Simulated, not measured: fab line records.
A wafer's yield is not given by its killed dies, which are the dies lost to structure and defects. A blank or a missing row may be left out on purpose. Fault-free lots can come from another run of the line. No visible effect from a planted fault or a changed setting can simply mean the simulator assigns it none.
fab line records / flow gf180mcu
record lots=14 wafers=42 last-day=36
route steps=602 shown VT_IMPLANT@131 M1@317 M3@423 V3@443
lots that met no fault: taken from a fault-free run of the same line
start-h: hours from the record's first day to the start of the lot's first wafer shown / wait-h: how many hours have passed since the lot's step before this one / " as in the row above / L1.1+2: a single row standing in for several wafers / - either no value or no given start / * or withheld: withheld / < > ~ a bound
route shown NAME@n: NAME is a module with steps in the file, n the number in the route of the first one / usual: mean/standard deviation of fault-free wafers / same: alike in all rows / chamber/n: place in a boat / sites: readings site by site / _std_site: standard deviation of those values / _edge_site: the outer-site mean with the inner-site mean subtracted / radius-mm: how far each site lies from the wafer's centre / mask NAME#n: copy n / behind: tool/chamber where the wafer was last shaped / hold: the reason the lot was held/the length of the hold in hours/how it ended / device: transistor that didn't switch, given as n, p or np / end of line: tests run on the same wafers once the route is complete / a step given without rows: its recipe and nothing more / killed: count of dies lost to structure and defects at first sort (not the wafer's yield) / map: a wafer's dies, marking killed ones x, the rest . and places with no die _
set.NAME: the setting the step ran with; set.NAME@STEP: the setting that earlier step ran with / model.NAME: the simulator's own value behind a step, which no gauge read
route steps across a sampled set of lots; one table per step, one row per wafer
services: when a tool's chamber went out of use (start-h, in hours from the record's first day, below 0 if earlier), for how many hours, and the reason
## steps
# step GF_VT_IMPLANT_IMPLANT_41
# recipe species=As energy-kev=70 dose-cm2=1.013e+12 tilt-deg=7
# usual beam-on-s=9.99/0.2 faraday-current-uA=5.72/0.12
lot.wafer=L523.2 tool=implanter-03 chamber=0 start-h=175.33 wait-h=0.0 beam-on-s=10.16 faraday-current-uA=5.62
lot.wafer=L523.5 tool=implanter-03 chamber=0 start-h=175.33 wait-h=0.0 beam-on-s=9.43 faraday-current-uA=6.04
lot.wafer=L523.6 tool=implanter-03 chamber=0 start-h=175.33 wait-h=0.0 beam-on-s=10.23 faraday-current-uA=5.55
lot.wafer=L524.3 tool=implanter-04 chamber=0 start-h=185.21 wait-h=0.1 beam-on-s=10.59 faraday-current-uA=5.36
lot.wafer=L524.5 tool=implanter-04 chamber=0 start-h=185.21 wait-h=0.1 beam-on-s=10.09 faraday-current-uA=5.66
lot.wafer=L524.6 tool=implanter-04 chamber=0 start-h=185.21 wait-h=0.1 beam-on-s=9.91 faraday-current-uA=5.76
lot.wafer=L528.1 tool=implanter-03 chamber=0 start-h=210.80 wait-h=0.0 beam-on-s=10.26 faraday-current-uA=5.55
lot.wafer=L528.2 tool=implanter-03 chamber=0 start-h=210.80 wait-h=0.0 beam-on-s=10.23 faraday-current-uA=5.57
lot.wafer=L528.6 tool=implanter-03 chamber=0 start-h=210.80 wait-h=0.0 beam-on-s=9.74 faraday-current-uA=5.86
lot.wafer=L529.2 tool=implanter-03 chamber=0 start-h=219.22 wait-h=0.0 beam-on-s=10.27 faraday-current-uA=5.60
lot.wafer=L529.3 tool=implanter-03 chamber=0 start-h=219.22 wait-h=0.0 beam-on-s=9.59 faraday-current-uA=5.92
lot.wafer=L529.4 tool=implanter-03 chamber=0 start-h=219.22 wait-h=0.0 beam-on-s=9.88 faraday-current-uA=5.82
lot.wafer=L530.1 tool=implanter-01 chamber=0 start-h=226.16 wait-h=0.0 beam-on-s=9.95 faraday-current-uA=5.73
lot.wafer=L530.4 tool=implanter-01 chamber=0 start-h=226.16 wait-h=0.0 beam-on-s=10.04 faraday-current-uA=5.66
lot.wafer=L530.6 tool=implanter-01 chamber=0 start-h=226.16 wait-h=0.0 beam-on-s=9.93 faraday-current-uA=5.76
lot.wafer=L532.1 tool=implanter-04 chamber=0 start-h=241.13 wait-h=0.0 beam-on-s=10.03 faraday-current-uA=5.68
lot.wafer=L532.2 tool=implanter-04 chamber=0 start-h=241.13 wait-h=0.0 beam-on-s=10.11 faraday-current-uA=5.65
lot.wafer=L532.6 tool=implanter-04 chamber=0 start-h=241.13 wait-h=0.0 beam-on-s=9.92 faraday-current-uA=5.78
lot.wafer=L533.2 tool=implanter-03 chamber=0 start-h=249.55 wait-h=0.0 beam-on-s=9.87 faraday-current-uA=5.74
lot.wafer=L533.4 tool=implanter-03 chamber=0 start-h=249.55 wait-h=0.0 beam-on-s=9.92 faraday-current-uA=5.73
lot.wafer=L533.6 tool=implanter-03 chamber=0 start-h=249.55 wait-h=0.0 beam-on-s=9.67 faraday-current-uA=5.85
lot.wafer=L534.1 tool=implanter-03 chamber=0 start-h=254.48 wait-h=0.0 beam-on-s=9.83 faraday-current-uA=5.82
lot.wafer=L534.3 tool=implanter-03 chamber=0 start-h=254.48 wait-h=0.0 beam-on-s=10.10 faraday-current-uA=5.64
lot.wafer=L534.6 tool=implanter-03 chamber=0 start-h=254.48 wait-h=0.0 beam-on-s=9.88 faraday-current-uA=5.79
lot.wafer=L535.1 tool=implanter-04 chamber=0 start-h=260.26 wait-h=0.0 beam-on-s=9.89 faraday-current-uA=5.79
lot.wafer=L535.5 tool=implanter-04 chamber=0 start-h=260.26 wait-h=0.0 beam-on-s=9.68 faraday-current-uA=5.91
lot.wafer=L535.6 tool=implanter-04 chamber=0 start-h=260.26 wait-h=0.0 beam-on-s=9.73 faraday-current-uA=5.86
lot.wafer=L536.2 tool=implanter-03 chamber=0 start-h=267.20 wait-h=0.0 beam-on-s=11.90 faraday-current-uA=4.77
lot.wafer=L536.3 tool=implanter-03 chamber=0 start-h=267.20 wait-h=0.0 beam-on-s=11.51 faraday-current-uA=4.95
lot.wafer=L536.4 tool=implanter-03 chamber=0 start-h=267.20 wait-h=0.0 beam-on-s=11.01 faraday-current-uA=5.17
lot.wafer=L537.2 tool=implanter-03 chamber=0 start-h=278.27 wait-h=0.0 beam-on-s=11.70 faraday-current-uA=4.86
lot.wafer=L537.3 tool=implanter-03 chamber=0 start-h=278.27 wait-h=0.0 beam-on-s=11.05 faraday-current-uA=5.19
lot.wafer=L537.5 tool=implanter-03 chamber=0 start-h=278.27 wait-h=0.0 beam-on-s=10.88 faraday-current-uA=5.24
lot.wafer=L544.1 tool=implanter-04 chamber=0 start-h=320.93 wait-h=0.0 beam-on-s=10.29 faraday-current-uA=5.56
lot.wafer=L544.3 tool=implanter-04 chamber=0 start-h=320.93 wait-h=0.0 beam-on-s=10.09 faraday-current-uA=5.64
lot.wafer=L544.4 tool=implanter-04 chamber=0 start-h=320.93 wait-h=0.0 beam-on-s=9.97 faraday-current-uA=5.74
lot.wafer=L545.1 tool=implanter-01 chamber=0 start-h=327.68 wait-h=0.0 beam-on-s=9.70 faraday-current-uA=5.88
lot.wafer=L545.4 tool=implanter-01 chamber=0 start-h=327.68 wait-h=0.0 beam-on-s=9.87 faraday-current-uA=5.79
lot.wafer=L545.6 tool=implanter-01 chamber=0 start-h=327.68 wait-h=0.0 beam-on-s=9.84 faraday-current-uA=5.79
lot.wafer=L546.3 tool=implanter-04 chamber=0 start-h=333.66 wait-h=0.1 beam-on-s=9.85 faraday-current-uA=5.80
lot.wafer=L546.4 tool=implanter-04 chamber=0 start-h=333.66 wait-h=0.1 beam-on-s=9.97 faraday-current-uA=5.74
lot.wafer=L546.5 tool=implanter-04 chamber=0 start-h=333.66 wait-h=0.1 beam-on-s=9.88 faraday-current-uA=5.79
# step GF_VT_IMPLANT_TW_MEAS_43
# usual VT_IMPLANT_4_TW=688/4.8
lot.wafer=L523.2 tool=film-metro-04 chamber=- start-h=175.56 wait-h=0.1 VT_IMPLANT_4_TW=687
lot.wafer=L523.5 tool=film-metro-04 chamber=- start-h=175.56 wait-h=0.1 VT_IMPLANT_4_TW=686
lot.wafer=L523.6 tool=film-metro-04 chamber=- start-h=175.56 wait-h=0.1 VT_IMPLANT_4_TW=684
lot.wafer=L524.3 tool=film-metro-03 chamber=- start-h=185.43 wait-h=0.1 VT_IMPLANT_4_TW=694
lot.wafer=L524.5 tool=film-metro-03 chamber=- start-h=185.43 wait-h=0.1 VT_IMPLANT_4_TW=690
lot.wafer=L524.6 tool=film-metro-03 chamber=- start-h=185.43 wait-h=0.1 VT_IMPLANT_4_TW=693
lot.wafer=L528.1 tool=film-metro-04 chamber=- start-h=211.05 wait-h=0.1 VT_IMPLANT_4_TW=687
lot.wafer=L528.2 tool=film-metro-04 chamber=- start-h=211.05 wait-h=0.1 VT_IMPLANT_4_TW=687
lot.wafer=L528.6 tool=film-metro-04 chamber=- start-h=211.05 wait-h=0.1 VT_IMPLANT_4_TW=685
lot.wafer=L529.2 tool=film-metro-04 chamber=- start-h=219.46 wait-h=0.1 VT_IMPLANT_4_TW=688
lot.wafer=L529.3 tool=film-metro-04 chamber=- start-h=219.46 wait-h=0.1 VT_IMPLANT_4_TW=686
lot.wafer=L529.4 tool=film-metro-04 chamber=- start-h=219.46 wait-h=0.1 VT_IMPLANT_4_TW=688
lot.wafer=L530.1 tool=film-metro-01 chamber=- start-h=226.41 wait-h=0.1 VT_IMPLANT_4_TW=686
lot.wafer=L530.4 tool=film-metro-01 chamber=- start-h=226.41 wait-h=0.1 VT_IMPLANT_4_TW=687
lot.wafer=L530.6 tool=film-metro-01 chamber=- start-h=226.41 wait-h=0.1 VT_IMPLANT_4_TW=688
lot.wafer=L532.1 tool=film-metro-03 chamber=- start-h=241.38 wait-h=0.1 VT_IMPLANT_4_TW=689
lot.wafer=L532.2 tool=film-metro-03 chamber=- start-h=241.38 wait-h=0.1 VT_IMPLANT_4_TW=698
lot.wafer=L532.6 tool=film-metro-03 chamber=- start-h=241.38 wait-h=0.1 VT_IMPLANT_4_TW=694
lot.wafer=L533.2 tool=film-metro-04 chamber=- start-h=249.79 wait-h=0.1 VT_IMPLANT_4_TW=692
lot.wafer=L533.4 tool=film-metro-04 chamber=- start-h=249.79 wait-h=0.1 VT_IMPLANT_4_TW=689
lot.wafer=L533.6 tool=film-metro-04 chamber=- start-h=249.79 wait-h=0.1 VT_IMPLANT_4_TW=692
lot.wafer=L534.1 tool=film-metro-01 chamber=- start-h=254.73 wait-h=0.1 VT_IMPLANT_4_TW=690
lot.wafer=L534.3 tool=film-metro-01 chamber=- start-h=254.73 wait-h=0.1 VT_IMPLANT_4_TW=691
lot.wafer=L534.6 tool=film-metro-01 chamber=- start-h=254.73 wait-h=0.1 VT_IMPLANT_4_TW=695
lot.wafer=L535.1 tool=film-metro-01 chamber=- start-h=260.51 wait-h=0.1 VT_IMPLANT_4_TW=694
lot.wafer=L535.5 tool=film-metro-01 chamber=- start-h=260.51 wait-h=0.1 VT_IMPLANT_4_TW=691
lot.wafer=L535.6 tool=film-metro-01 chamber=- start-h=260.51 wait-h=0.1 VT_IMPLANT_4_TW=688
lot.wafer=L536.2 tool=film-metro-01 chamber=- start-h=267.44 wait-h=0.1 VT_IMPLANT_4_TW=706
lot.wafer=L536.3 tool=film-metro-01 chamber=- start-h=267.44 wait-h=0.1 VT_IMPLANT_4_TW=709
lot.wafer=L536.4 tool=film-metro-01 chamber=- start-h=267.44 wait-h=0.1 VT_IMPLANT_4_TW=705
lot.wafer=L537.2 tool=film-metro-04 chamber=- start-h=278.51 wait-h=0.1 VT_IMPLANT_4_TW=718
lot.wafer=L537.3 tool=film-metro-04 chamber=- start-h=278.51 wait-h=0.1 VT_IMPLANT_4_TW=715
lot.wafer=L537.5 tool=film-metro-04 chamber=- start-h=278.51 wait-h=0.1 VT_IMPLANT_4_TW=715
lot.wafer=L544.1 tool=film-metro-01 chamber=- start-h=321.18 wait-h=0.1 VT_IMPLANT_4_TW=683
lot.wafer=L544.3 tool=film-metro-01 chamber=- start-h=321.18 wait-h=0.1 VT_IMPLANT_4_TW=688
lot.wafer=L544.4 tool=film-metro-01 chamber=- start-h=321.18 wait-h=0.1 VT_IMPLANT_4_TW=683
lot.wafer=L545.1 tool=film-metro-03 chamber=- start-h=327.93 wait-h=0.1 VT_IMPLANT_4_TW=690
lot.wafer=L545.4 tool=film-metro-03 chamber=- start-h=327.93 wait-h=0.1 VT_IMPLANT_4_TW=696
lot.wafer=L545.6 tool=film-metro-03 chamber=- start-h=327.93 wait-h=0.1 VT_IMPLANT_4_TW=692
lot.wafer=L546.3 tool=film-metro-03 chamber=- start-h=333.92 wait-h=0.1 VT_IMPLANT_4_TW=694
lot.wafer=L546.4 tool=film-metro-03 chamber=- start-h=333.92 wait-h=0.1 VT_IMPLANT_4_TW=691
lot.wafer=L546.5 tool=film-metro-03 chamber=- start-h=333.92 wait-h=0.1 VT_IMPLANT_4_TW=695
# step GF_M1_SPUTTER_02
# recipe material=AlCu target-thk-nm=450 power-w=10600 time-s=23.9 chamber-pressure-pa=0.4
# usual throttle-valve-pct=29.9/0.81
lot.wafer=L523.2 tool=pvd-sputter-04 chamber=- start-h=408.45 wait-h=0.0 throttle-valve-pct=29.9
lot.wafer=L523.5 tool=pvd-sputter-04 chamber=- start-h=408.45 wait-h=0.0 throttle-valve-pct=29.5
lot.wafer=L523.6 tool=pvd-sputter-04 chamber=- start-h=408.45 wait-h=0.0 throttle-valve-pct=30.7
lot.wafer=L524.3 tool=pvd-sputter-04 chamber=- start-h=421.57 wait-h=0.0 throttle-valve-pct=30.7
lot.wafer=L524.5 tool=pvd-sputter-04 chamber=- start-h=421.57 wait-h=0.0 throttle-valve-pct=30.1
lot.wafer=L524.6 tool=pvd-sputter-04 chamber=- start-h=421.57 wait-h=0.0 throttle-valve-pct=31.0
lot.wafer=L528.1 tool=pvd-sputter-03 chamber=- start-h=455.09 wait-h=0.0 throttle-valve-pct=30.5
lot.wafer=L528.2 tool=pvd-sputter-03 chamber=- start-h=455.09 wait-h=0.0 throttle-valve-pct=29.8
lot.wafer=L528.6 tool=pvd-sputter-03 chamber=- start-h=455.09 wait-h=0.0 throttle-valve-pct=28.7
lot.wafer=L529.2 tool=pvd-sputter-03 chamber=- start-h=460.01 wait-h=0.0 throttle-valve-pct=29.9
lot.wafer=L529.3 tool=pvd-sputter-03 chamber=- start-h=460.01 wait-h=0.0 throttle-valve-pct=30.5
lot.wafer=L529.4 tool=pvd-sputter-03 chamber=- start-h=460.01 wait-h=0.0 throttle-valve-pct=30.9
lot.wafer=L530.1 tool=pvd-sputter-04 chamber=- start-h=467.10 wait-h=0.0 throttle-valve-pct=31.2
lot.wafer=L530.4 tool=pvd-sputter-04 chamber=- start-h=467.10 wait-h=0.0 throttle-valve-pct=29.9
lot.wafer=L530.6 tool=pvd-sputter-04 chamber=- start-h=467.10 wait-h=0.0 throttle-valve-pct=29.6
lot.wafer=L532.1 tool=pvd-sputter-01 chamber=- start-h=489.24 wait-h=0.0 throttle-valve-pct=29.2
lot.wafer=L532.2 tool=pvd-sputter-01 chamber=- start-h=489.24 wait-h=0.0 throttle-valve-pct=29.0
lot.wafer=L532.6 tool=pvd-sputter-01 chamber=- start-h=489.24 wait-h=0.0 throttle-valve-pct=30.5
lot.wafer=L533.2 tool=pvd-sputter-03 chamber=- start-h=499.69 wait-h=0.0 throttle-valve-pct=30.5
lot.wafer=L533.4 tool=pvd-sputter-03 chamber=- start-h=499.69 wait-h=0.0 throttle-valve-pct=28.6
lot.wafer=L533.6 tool=pvd-sputter-03 chamber=- start-h=499.69 wait-h=0.0 throttle-valve-pct=31.1
lot.wafer=L534.1 tool=pvd-sputter-01 chamber=- start-h=504.74 wait-h=0.0 throttle-valve-pct=29.0
lot.wafer=L534.3 tool=pvd-sputter-01 chamber=- start-h=504.74 wait-h=0.0 throttle-valve-pct=28.4
lot.wafer=L534.6 tool=pvd-sputter-01 chamber=- start-h=504.74 wait-h=0.0 throttle-valve-pct=29.3
lot.wafer=L535.1 tool=pvd-sputter-03 chamber=- start-h=511.33 wait-h=0.0 throttle-valve-pct=31.0
lot.wafer=L535.5 tool=pvd-sputter-03 chamber=- start-h=511.33 wait-h=0.0 throttle-valve-pct=29.9
lot.wafer=L535.6 tool=pvd-sputter-03 chamber=- start-h=511.33 wait-h=0.0 throttle-valve-pct=28.8
lot.wafer=L536.2 tool=pvd-sputter-04 chamber=- start-h=519.90 wait-h=0.0 throttle-valve-pct=30.1
lot.wafer=L536.3 tool=pvd-sputter-04 chamber=- start-h=519.90 wait-h=0.0 throttle-valve-pct=30.0
lot.wafer=L536.4 tool=pvd-sputter-04 chamber=- start-h=519.90 wait-h=0.0 throttle-valve-pct=30.7
lot.wafer=L537.2 tool=pvd-sputter-01 chamber=- start-h=530.79 wait-h=0.0 throttle-valve-pct=30.5
lot.wafer=L537.3 tool=pvd-sputter-01 chamber=- start-h=530.79 wait-h=0.0 throttle-valve-pct=28.3
lot.wafer=L537.5 tool=pvd-sputter-01 chamber=- start-h=530.79 wait-h=0.0 throttle-valve-pct=30.2
lot.wafer=L544.1 tool=pvd-sputter-03 chamber=- start-h=578.44 wait-h=0.0 throttle-valve-pct=30.9
lot.wafer=L544.3 tool=pvd-sputter-03 chamber=- start-h=578.44 wait-h=0.0 throttle-valve-pct=30.6
lot.wafer=L544.4 tool=pvd-sputter-03 chamber=- start-h=578.44 wait-h=0.0 throttle-valve-pct=28.8
lot.wafer=L545.1 tool=pvd-sputter-04 chamber=- start-h=587.29 wait-h=0.0 throttle-valve-pct=30.3
lot.wafer=L545.4 tool=pvd-sputter-04 chamber=- start-h=587.29 wait-h=0.0 throttle-valve-pct=31.0
lot.wafer=L545.6 tool=pvd-sputter-04 chamber=- start-h=587.29 wait-h=0.0 throttle-valve-pct=30.5
lot.wafer=L546.3 tool=pvd-sputter-01 chamber=- start-h=592.15 wait-h=0.0 throttle-valve-pct=29.3
lot.wafer=L546.4 tool=pvd-sputter-01 chamber=- start-h=592.15 wait-h=0.0 throttle-valve-pct=29.3
lot.wafer=L546.5 tool=pvd-sputter-01 chamber=- start-h=592.15 wait-h=0.0 throttle-valve-pct=30.5
# step GF_M3_CD_MEAS_14
# recipe target-cd-nm=280
# usual cd-nm=280.5/1.1
lot.wafer=L523.2 tool=cd-sem-01 chamber=- start-h=538.58 wait-h=0.1 cd-nm=278.0
lot.wafer=L523.5 tool=cd-sem-01 chamber=- start-h=538.58 wait-h=0.1 cd-nm=278.5
lot.wafer=L523.6 tool=cd-sem-01 chamber=- start-h=538.58 wait-h=0.1 cd-nm=280.1
lot.wafer=L524.3 tool=cd-sem-01 chamber=- start-h=552.53 wait-h=0.1 cd-nm=282.7
lot.wafer=L524.5 tool=cd-sem-01 chamber=- start-h=552.53 wait-h=0.1 cd-nm=280.5
lot.wafer=L524.6 tool=cd-sem-01 chamber=- start-h=552.53 wait-h=0.1 cd-nm=282.5
lot.wafer=L528.1 tool=cd-sem-02 chamber=- start-h=582.92 wait-h=0.1 cd-nm=281.4
lot.wafer=L528.2 tool=cd-sem-02 chamber=- start-h=582.92 wait-h=0.1 cd-nm=280.4
lot.wafer=L528.6 tool=cd-sem-02 chamber=- start-h=582.92 wait-h=0.1 cd-nm=281.2
lot.wafer=L529.2 tool=cd-sem-02 chamber=- start-h=588.34 wait-h=0.1 cd-nm=279.2
lot.wafer=L529.3 tool=cd-sem-02 chamber=- start-h=588.34 wait-h=0.1 cd-nm=279.8
lot.wafer=L529.4 tool=cd-sem-02 chamber=- start-h=588.34 wait-h=0.1 cd-nm=280.2
lot.wafer=L530.1 tool=cd-sem-02 chamber=- start-h=593.72 wait-h=0.1 cd-nm=279.6
lot.wafer=L530.4 tool=cd-sem-02 chamber=- start-h=593.72 wait-h=0.1 cd-nm=280.1
lot.wafer=L530.6 tool=cd-sem-02 chamber=- start-h=593.72 wait-h=0.1 cd-nm=279.1
lot.wafer=L532.1 tool=cd-sem-02 chamber=- start-h=613.54 wait-h=0.1 cd-nm=280.7
lot.wafer=L532.2 tool=cd-sem-02 chamber=- start-h=613.54 wait-h=0.1 cd-nm=279.5
lot.wafer=L532.6 tool=cd-sem-02 chamber=- start-h=613.54 wait-h=0.1 cd-nm=278.6
lot.wafer=L533.2 tool=cd-sem-02 chamber=- start-h=622.23 wait-h=0.1 cd-nm=279.7
lot.wafer=L533.4 tool=cd-sem-02 chamber=- start-h=622.23 wait-h=0.1 cd-nm=281.0
lot.wafer=L533.6 tool=cd-sem-02 chamber=- start-h=622.23 wait-h=0.1 cd-nm=280.7
lot.wafer=L534.1 tool=cd-sem-01 chamber=- start-h=628.99 wait-h=0.1 cd-nm=281.0
lot.wafer=L534.3 tool=cd-sem-01 chamber=- start-h=628.99 wait-h=0.1 cd-nm=281.2
lot.wafer=L534.6 tool=cd-sem-01 chamber=- start-h=628.99 wait-h=0.1 cd-nm=281.5
lot.wafer=L535.1 tool=cd-sem-01 chamber=- start-h=633.44 wait-h=0.1 cd-nm=280.8
lot.wafer=L535.5 tool=cd-sem-01 chamber=- start-h=633.44 wait-h=0.1 cd-nm=280.0
lot.wafer=L535.6 tool=cd-sem-01 chamber=- start-h=633.44 wait-h=0.1 cd-nm=280.2
lot.wafer=L536.2 tool=cd-sem-01 chamber=- start-h=639.96 wait-h=0.1 cd-nm=281.0
lot.wafer=L536.3 tool=cd-sem-01 chamber=- start-h=639.96 wait-h=0.1 cd-nm=280.3
lot.wafer=L536.4 tool=cd-sem-01 chamber=- start-h=639.96 wait-h=0.1 cd-nm=279.0
lot.wafer=L537.2 tool=cd-sem-01 chamber=- start-h=649.74 wait-h=0.1 cd-nm=282.4
lot.wafer=L537.3 tool=cd-sem-01 chamber=- start-h=649.74 wait-h=0.1 cd-nm=282.5
lot.wafer=L537.5 tool=cd-sem-01 chamber=- start-h=649.74 wait-h=0.1 cd-nm=281.8
lot.wafer=L544.1 tool=cd-sem-01 chamber=- start-h=692.43 wait-h=0.2 cd-nm=279.6
lot.wafer=L544.3 tool=cd-sem-01 chamber=- start-h=692.43 wait-h=0.2 cd-nm=280.8
lot.wafer=L544.4 tool=cd-sem-01 chamber=- start-h=692.43 wait-h=0.2 cd-nm=281.0
lot.wafer=L545.1 tool=cd-sem-02 chamber=- start-h=701.01 wait-h=0.1 cd-nm=280.1
lot.wafer=L545.4 tool=cd-sem-02 chamber=- start-h=701.01 wait-h=0.1 cd-nm=280.3
lot.wafer=L545.6 tool=cd-sem-02 chamber=- start-h=701.01 wait-h=0.1 cd-nm=280.1
lot.wafer=L546.3 tool=cd-sem-02 chamber=- start-h=705.10 wait-h=0.1 cd-nm=281.3
lot.wafer=L546.4 tool=cd-sem-02 chamber=- start-h=705.10 wait-h=0.1 cd-nm=280.4
lot.wafer=L546.5 tool=cd-sem-02 chamber=- start-h=705.10 wait-h=0.1 cd-nm=280.8
# step GF_V3_CD_MEAS_14
# recipe target-cd-nm=260
# usual cd-nm=260.1/1.2
lot.wafer=L523.2 tool=cd-sem-01 chamber=- start-h=564.68 wait-h=0.1 cd-nm=260.2
lot.wafer=L523.5 tool=cd-sem-01 chamber=- start-h=564.68 wait-h=0.1 cd-nm=259.5
lot.wafer=L523.6 tool=cd-sem-01 chamber=- start-h=564.68 wait-h=0.1 cd-nm=260.3
lot.wafer=L524.3 tool=cd-sem-02 chamber=- start-h=576.80 wait-h=0.1 cd-nm=259.4
lot.wafer=L524.5 tool=cd-sem-02 chamber=- start-h=576.80 wait-h=0.1 cd-nm=258.7
lot.wafer=L524.6 tool=cd-sem-02 chamber=- start-h=576.80 wait-h=0.1 cd-nm=259.7
lot.wafer=L528.1 tool=cd-sem-01 chamber=- start-h=607.04 wait-h=0.1 cd-nm=259.6
lot.wafer=L528.2 tool=cd-sem-01 chamber=- start-h=607.04 wait-h=0.1 cd-nm=259.9
lot.wafer=L528.6 tool=cd-sem-01 chamber=- start-h=607.04 wait-h=0.1 cd-nm=259.9
lot.wafer=L529.2 tool=cd-sem-01 chamber=- start-h=611.56 wait-h=0.1 cd-nm=259.2
lot.wafer=L529.3 tool=cd-sem-01 chamber=- start-h=611.56 wait-h=0.1 cd-nm=259.2
lot.wafer=L529.4 tool=cd-sem-01 chamber=- start-h=611.56 wait-h=0.1 cd-nm=260.0
lot.wafer=L530.1 tool=cd-sem-02 chamber=- start-h=617.46 wait-h=0.1 cd-nm=261.0
lot.wafer=L530.4 tool=cd-sem-02 chamber=- start-h=617.46 wait-h=0.1 cd-nm=261.6
lot.wafer=L530.6 tool=cd-sem-02 chamber=- start-h=617.46 wait-h=0.1 cd-nm=261.2
lot.wafer=L532.1 tool=cd-sem-02 chamber=- start-h=636.69 wait-h=0.1 cd-nm=260.9
lot.wafer=L532.2 tool=cd-sem-02 chamber=- start-h=636.69 wait-h=0.1 cd-nm=261.0
lot.wafer=L532.6 tool=cd-sem-02 chamber=- start-h=636.69 wait-h=0.1 cd-nm=260.9
lot.wafer=L533.2 tool=cd-sem-02 chamber=- start-h=644.96 wait-h=0.1 cd-nm=260.6
lot.wafer=L533.4 tool=cd-sem-02 chamber=- start-h=644.96 wait-h=0.1 cd-nm=261.5
lot.wafer=L533.6 tool=cd-sem-02 chamber=- start-h=644.96 wait-h=0.1 cd-nm=260.4
lot.wafer=L534.1 tool=cd-sem-01 chamber=- start-h=652.24 wait-h=0.1 cd-nm=260.9
lot.wafer=L534.3 tool=cd-sem-01 chamber=- start-h=652.24 wait-h=0.1 cd-nm=260.9
lot.wafer=L534.6 tool=cd-sem-01 chamber=- start-h=652.24 wait-h=0.1 cd-nm=262.1
lot.wafer=L535.1 tool=cd-sem-02 chamber=- start-h=655.84 wait-h=0.1 cd-nm=261.9
lot.wafer=L535.5 tool=cd-sem-02 chamber=- start-h=655.84 wait-h=0.1 cd-nm=260.9
lot.wafer=L535.6 tool=cd-sem-02 chamber=- start-h=655.84 wait-h=0.1 cd-nm=261.6
lot.wafer=L536.2 tool=cd-sem-02 chamber=- start-h=662.48 wait-h=0.1 cd-nm=261.7
lot.wafer=L536.3 tool=cd-sem-02 chamber=- start-h=662.48 wait-h=0.1 cd-nm=260.2
lot.wafer=L536.4 tool=cd-sem-02 chamber=- start-h=662.48 wait-h=0.1 cd-nm=261.5
lot.wafer=L537.2 tool=cd-sem-01 chamber=- start-h=672.58 wait-h=0.1 cd-nm=258.3
lot.wafer=L537.3 tool=cd-sem-01 chamber=- start-h=672.58 wait-h=0.1 cd-nm=259.1
lot.wafer=L537.5 tool=cd-sem-01 chamber=- start-h=672.58 wait-h=0.1 cd-nm=258.8
lot.wafer=L544.1 tool=cd-sem-01 chamber=- start-h=714.14 wait-h=0.1 cd-nm=263.1
lot.wafer=L544.3 tool=cd-sem-01 chamber=- start-h=714.14 wait-h=0.1 cd-nm=261.8
lot.wafer=L544.4 tool=cd-sem-01 chamber=- start-h=714.14 wait-h=0.1 cd-nm=260.8
lot.wafer=L545.1 tool=cd-sem-02 chamber=- start-h=722.49 wait-h=0.1 cd-nm=261.4
lot.wafer=L545.4 tool=cd-sem-02 chamber=- start-h=722.49 wait-h=0.1 cd-nm=260.9
lot.wafer=L545.6 tool=cd-sem-02 chamber=- start-h=722.49 wait-h=0.1 cd-nm=259.9
lot.wafer=L546.3 tool=cd-sem-02 chamber=- start-h=725.83 wait-h=0.1 cd-nm=259.7
lot.wafer=L546.4 tool=cd-sem-02 chamber=- start-h=725.83 wait-h=0.1 cd-nm=260.2
lot.wafer=L546.5 tool=cd-sem-02 chamber=- start-h=725.83 wait-h=0.1 cd-nm=260.1
## services
tool=implanter-04 chamber=- start-h=173.76 hours=3.2 kind=repair
tool=implanter-04 chamber=- start-h=200.53 hours=4.9 kind=repair
tool=implanter-04 chamber=- start-h=201.07 hours=2.1 kind=repair
tool=pvd-sputter-04 chamber=3 start-h=203.86 hours=- kind=consumable-replace:kit
tool=pvd-sputter-04 chamber=- start-h=212.64 hours=3.0 kind=repair
tool=implanter-01 chamber=- start-h=216.71 hours=3.9 kind=pm
tool=implanter-04 chamber=- start-h=229.13 hours=3.6 kind=pm
tool=pvd-sputter-03 chamber=- start-h=244.98 hours=1.8 kind=repair
tool=pvd-sputter-03 chamber=- start-h=253.70 hours=0.6 kind=repair
tool=pvd-sputter-04 chamber=- start-h=270.49 hours=3.4 kind=repair
tool=pvd-sputter-04 chamber=- start-h=307.67 hours=1.2 kind=repair
tool=pvd-sputter-04 chamber=- start-h=324.33 hours=7.5 kind=repair
tool=implanter-01 chamber=- start-h=330.37 hours=0.7 kind=repair
tool=pvd-sputter-03 chamber=- start-h=356.54 hours=2.6 kind=repair
tool=pvd-sputter-01 chamber=- start-h=362.35 hours=4.3 kind=repair
tool=implanter-04 chamber=- start-h=380.93 hours=11.6 kind=pm
tool=implanter-04 chamber=- start-h=393.56 hours=7.4 kind=pm
tool=implanter-01 chamber=- start-h=412.86 hours=3.5 kind=pm
tool=implanter-04 chamber=- start-h=438.12 hours=1.9 kind=repair
tool=pvd-sputter-03 chamber=- start-h=451.92 hours=1.3 kind=repair
tool=implanter-03 chamber=- start-h=487.49 hours=3.9 kind=pm
tool=implanter-01 chamber=- start-h=509.19 hours=1.3 kind=repair
tool=pvd-sputter-01 chamber=- start-h=549.63 hours=1.2 kind=repair
tool=implanter-03 chamber=- start-h=565.14 hours=4.3 kind=repair
## key
first-sign step=GF_VT_IMPLANT_IMPLANT_41 reading=beam-on-s direction=up sigmas=6.6 usual=9.99 struck=11.34
effect step=GF_VT_IMPLANT_IMPLANT_41 reading=faraday-current-uA direction=down sigmas=5.8 usual=5.72 struck=5.03
effect step=GF_VT_IMPLANT_TW_MEAS_43 reading=VT_IMPLANT_4_TW direction=up sigmas=4.9 usual=688 struck=711
met-at GF_VT_IMPLANT_IMPLANT_41
struck-lots L536,L537
tester-left-out L536,L537
not-acting-at GF_M1_SPUTTER_02,GF_M3_CD_MEAS_14,GF_V3_CD_MEAS_14
onset-between 254.48 267.20
fault kind=process-parameter-drift tool=implanter-03 chamber=- onset-h=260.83 steps=GF_VT_IMPLANT_IMPLANT_41 channel=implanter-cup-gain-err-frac offset=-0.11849 shape=step end-h=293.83
# tester-left-out: of these lots the tester's yield and bins aren't shown, on N5 and GAA mostly nor the transistor test; their killed dies are dies lost to structure and defects alone, not to doping, threshold or leakage, so they don't give the yield
